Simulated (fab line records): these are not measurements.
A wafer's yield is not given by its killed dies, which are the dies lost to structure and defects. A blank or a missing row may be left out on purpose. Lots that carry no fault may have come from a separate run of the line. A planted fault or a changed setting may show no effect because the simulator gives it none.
Matching of chambers :: flow sky130 :: SKY_POLY_CUT_ETCH_11 on rie diel-03: 4 sister chambers
The step etches Si3N4 in CF4/CH2F2/Ar, stops on poly-Si, time 42.5 s, target depth 60 nm. 16 wafers are shown with their chamber, then 8 later ones without.

## WAFERS WITH THEIR CHAMBER
wafer: L074.1
chamber: 1
drypump motor current A (A): 4.9
throttle valve pct (%): 14.995
oes product au (a.u.): 0.834

wafer: L074.5
chamber: 3
drypump motor current A (A): 6.6
throttle valve pct (%): 14.996
oes product au (a.u.): 0.823

wafer: L074.6
chamber: 0
drypump motor current A (A): 6.3
throttle valve pct (%): 15.004
oes product au (a.u.): 0.830

wafer: L075.2
chamber: 3
drypump motor current A (A): 6.6
throttle valve pct (%): 14.991
oes product au (a.u.): 0.833

wafer: L075.4
chamber: 2
drypump motor current A (A): 5.8
throttle valve pct (%): 14.986
oes product au (a.u.): 0.834

wafer: L075.6
chamber: 3
drypump motor current A (A): 6.6
throttle valve pct (%): 14.991
oes product au (a.u.): 0.837

wafer: L078.1
chamber: 3
drypump motor current A (A): 6.6
throttle valve pct (%): 14.987
oes product au (a.u.): 0.821

wafer: L078.3
chamber: 0
drypump motor current A (A): 6.3
throttle valve pct (%): 14.987
oes product au (a.u.): 0.835

wafer: L078.4
chamber: 2
drypump motor current A (A): 5.7
throttle valve pct (%): 14.989
oes product au (a.u.): 0.824

wafer: L081.2
chamber: 0
drypump motor current A (A): 6.3
throttle valve pct (%): 14.999
oes product au (a.u.): 0.826

wafer: L081.3
chamber: 3
drypump motor current A (A): 6.6
throttle valve pct (%): 14.997
oes product au (a.u.): 0.815

wafer: L081.4
chamber: 2
drypump motor current A (A): 5.7
throttle valve pct (%): 14.987
oes product au (a.u.): 0.822

wafer: L087.1
chamber: 0
drypump motor current A (A): 6.3
throttle valve pct (%): 14.996
oes product au (a.u.): 0.846

wafer: L087.2
chamber: 1
drypump motor current A (A): 4.9
throttle valve pct (%): 14.998
oes product au (a.u.): 0.845

wafer: L087.5
chamber: 0
drypump motor current A (A): 6.3
throttle valve pct (%): 15.000
oes product au (a.u.): 0.830

wafer: L089.2
chamber: 3
drypump motor current A (A): 6.6
throttle valve pct (%): 14.997
oes product au (a.u.): 0.831

SIGNATURES (means of the wafers above)
reading: drypump motor current A
chamber 0: 6.300
chamber 1: 4.900
chamber 2: 5.733
chamber 3: 6.600
scatter within a chamber: 0.0236

reading: throttle valve pct
chamber 0: 14.99720
chamber 1: 14.99650
chamber 2: 14.98733
chamber 3: 14.99317
scatter within a chamber: 0.00463

reading: oes product au
chamber 0: 0.83340
chamber 1: 0.83950
chamber 2: 0.82667
chamber 3: 0.82667
scatter within a chamber: 0.0078
Rule: for a wafer and a chamber, the distance is found by dividing, reading by reading, the gap between the wafer's reading and the chamber's mean by the reading's scatter, squaring, summing and taking the root. If the next closest chamber is less than 2 further off than the closest, the wafer can't be placed; otherwise it belongs to the closest. The scatter: the root of (the sum of the squares of (reading less its chamber's mean) over the shown wafers, divided by (wafers less chambers)).

## WAFERS WHOSE CHAMBER IS MISSING
wafer: L089.3
drypump motor current A (A): 5.8
throttle valve pct (%): 14.992
oes product au (a.u.): 0.824

wafer: L089.6
drypump motor current A (A): 4.9
throttle valve pct (%): 14.993
oes product au (a.u.): 0.826

wafer: L094.1
drypump motor current A (A): 4.9
throttle valve pct (%): 14.997
oes product au (a.u.): 0.831

wafer: L094.5
drypump motor current A (A): 6.6
throttle valve pct (%): 14.984
oes product au (a.u.): 0.838

wafer: L094.6
drypump motor current A (A): 6.3
throttle valve pct (%): 14.998
oes product au (a.u.): 0.837

wafer: L095.1
drypump motor current A (A): 5.7
throttle valve pct (%): 14.985
oes product au (a.u.): 0.825

wafer: L095.2
drypump motor current A (A): 6.3
throttle valve pct (%): 15.009
oes product au (a.u.): 0.841

wafer: L095.3
drypump motor current A (A): 4.9
throttle valve pct (%): 15.005
oes product au (a.u.): 0.832

## EACH ONE'S CHAMBER
wafer: L089.3
from the rows above: 2
in truth: 2

wafer: L089.6
from the rows above: 1
in truth: 1

wafer: L094.1
from the rows above: 1
in truth: 1

wafer: L094.5
from the rows above: 3
in truth: 3

wafer: L094.6
from the rows above: 0
in truth: 0

wafer: L095.1
from the rows above: 2
in truth: 2

wafer: L095.2
from the rows above: 0
in truth: 0

wafer: L095.3
from the rows above: 1
in truth: 1
Correctly placed: 8 of 8. Left unplaced by these rows: 0. Wrongly placed: 0.
